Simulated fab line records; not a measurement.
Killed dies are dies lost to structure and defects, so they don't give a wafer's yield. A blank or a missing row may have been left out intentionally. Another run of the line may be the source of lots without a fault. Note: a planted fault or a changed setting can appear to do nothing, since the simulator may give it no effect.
Matching of chambers | flow sky130 | 4 sister chambers for SKY_VIA4_CMP_21 on cmp-01
The step polishes, stops on SiO2, t overpolish 25 s, target thk 0 nm. 8 wafers are shown with their chamber, then 7 later ones without.

## EACH WAFER AND ITS CHAMBER
wafer  | chamber | motorCurrentA (A) | timeToEndpointS (s)
L433.2 | 3       | 10.9              | 120
L433.5 | 0       | 9.2               | 118
L441.5 | 1       | 10.4              | 134
L446.1 | 2       | 11.6              | 122
L446.3 | 1       | 10.7              | 123
L446.4 | 0       | 10.1              | 115
L448.1 | 3       | 11.2              | 120
L448.3 | 2       | 11.0              | 125

## WAFERS WITHOUT THEIR CHAMBER
wafer  | motorCurrentA (A) | timeToEndpointS (s)
L448.5 | 10.7              | 128
L453.1 | 11.3              | 120
L453.3 | 11.9              | 124
L453.5 | 11.8              | 124
L454.1 | 10.0              | 121
L454.3 | 12.4              | 116
L454.5 | 10.9              | 122

## EACH ONE'S CHAMBER
wafer  | from the rows above               | in truth
L448.5 | can't be placed: 1 or 2 or 3      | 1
L453.1 | can't be placed: 3 or 2           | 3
L453.3 | can't be placed: 2 or 3 or 1      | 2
L453.5 | can't be placed: 2 or 3           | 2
L454.1 | can't be placed: 0 or 1 or 3 or 2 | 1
L454.3 | can't be placed: 2 or 3           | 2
L454.5 | can't be placed: 3 or 2 or 1      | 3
Placed correctly: 0 of 7. Not placeable from these rows: 7 (in 7, the candidates include the true chamber). Wrongly placed: 0.
How it was worked out, from the rows above alone: a wafer's distance from a chamber is the root of the sum, over the readings, of the square of ((its reading less the chamber's mean) divided by the reading's scatter). If the next closest chamber is less than 2 further off than the closest, the wafer can't be placed; otherwise it belongs to the closest. The mean given for a chamber averages the wafers shown for that chamber. The scatter: take each reading less its chamber's mean, square it, sum over the shown wafers, divide by the number of wafers less the number of chambers, and take the root.
